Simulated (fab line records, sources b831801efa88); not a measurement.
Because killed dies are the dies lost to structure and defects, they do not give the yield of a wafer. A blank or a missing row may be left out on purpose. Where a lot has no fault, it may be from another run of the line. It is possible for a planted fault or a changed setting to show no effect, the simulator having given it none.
Split-lot study | flow sfq line | 23 wafers read across 5 lots, on a route 325 steps long

THE SPLIT
At SFQ_TRILAYER_I1_VIA_LITHO_COAT_049 (resist thk 650 nm), the setting resist thk nm was moved away from the recipe's 650 nm on 9 of the 23 wafers read, by -3.2% to +5.5%. This setting was run at the recipe's value on the other wafers.

Reading taken at the split's own step.

THE READING
KrF_of_TRILAYER_I1_VIA_LITHO_COAT_049.thk nm (the simulator's own value, which no gauge read), in nm, at SFQ_TRILAYER_I1_VIA_LITHO_COAT_049 (resist thk 650 nm). There is no usual value for it anywhere in the file. The 14 wafers here that ran the recipe average 649.6 nm, standard deviation 2.2 nm.

wafer  | tool, chamber at the split | resist thk nm as run, nm | against the recipe | KrF_of_TRILAYER_I1_VIA_LITHO_COAT_049.thk nm, nm | against lot-mates on the recipe
L074.1 | litho track-01, 0          | 650                      | recipe             | 649.3                                            | -
L074.2 | litho track-01, 0          | 650                      | recipe             | 650.1                                            | -
L074.5 | litho track-01, 0          | 650                      | recipe             | 648.8                                            | -
L075.1 | litho track-02, 0          | 650                      | recipe             | 648                                              | -
L075.2 | litho track-02, 0          | 685.5                    | +5.5%              | 685.6                                            | +38.0
L075.3 | litho track-02, 0          | 685.5                    | +5.5%              | 684.4                                            | +36.8
L075.5 | litho track-02, 0          | 650                      | recipe             | 647.2                                            | -
L075.6 | litho track-02, 0          | 685.5                    | +5.5%              | 684.1                                            | +36.5
L079.1 | litho track-03, 0          | 650                      | recipe             | 645.7                                            | -
L079.3 | litho track-03, 0          | 650                      | recipe             | 649.1                                            | -
L079.4 | litho track-03, 0          | 650                      | recipe             | 647.4                                            | -
L079.5 | litho track-03, 0          | 650                      | recipe             | 648.2                                            | -
L079.6 | litho track-03, 0          | 650                      | recipe             | 651.7                                            | -
L080.1 | litho track-03, 0          | 650                      | recipe             | 652.6                                            | -
L080.2 | litho track-03, 0          | 634.2                    | -2.4%              | 636.3                                            | -16.1
L080.3 | litho track-03, 0          | 634.2                    | -2.4%              | 637.5                                            | -14.9
L080.4 | litho track-03, 0          | 634.2                    | -2.4%              | 635.6                                            | -16.8
L080.5 | litho track-03, 0          | 650                      | recipe             | 652.2                                            | -
L082.1 | litho track-03, 0          | 629.2                    | -3.2%              | 632.6                                            | -19.8
L082.2 | litho track-03, 0          | 629.2                    | -3.2%              | 631.4                                            | -21.0
L082.3 | litho track-03, 0          | 650                      | recipe             | 652.6                                            | -
L082.4 | litho track-03, 0          | 629.2                    | -3.2%              | 629.9                                            | -22.5
L082.6 | litho track-03, 0          | 650                      | recipe             | 652.1                                            | -

THE FIT
A straight line over all 23 wafers: KrF_of_TRILAYER_I1_VIA_LITHO_COAT_049.thk nm changes by +6.14 nm for each +1% of resist thk nm; r = +0.99; the points scatter about the line by 2 nm.
The same after taking each lot's own level away (the mean of its wafers on the recipe; 23 wafers): +6.72 nm for each +1%; r = +1.00; scatter 1.2 nm.
According to that fit, moving resist thk nm by its largest amount changes the reading by 37 nm.
Measured against the standard deviation above, the lots' own levels, which go from 647.60 to 652.40 nm, span 2.2 times it.
The two slopes agree, so the slope changes little with the lot-to-lot level.
Check: for one of the wafers moved furthest among these (+5.5%), held out of the fit, the line's prediction against its lot-mates is +36.4 nm. Against them it came out at +38 nm.

FILE'S OWN FIT
KrF_of_TRILAYER_I1_VIA_LITHO_COAT_049.thk nm changes by +6.72 nm for each +1% of resist thk nm, r = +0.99.
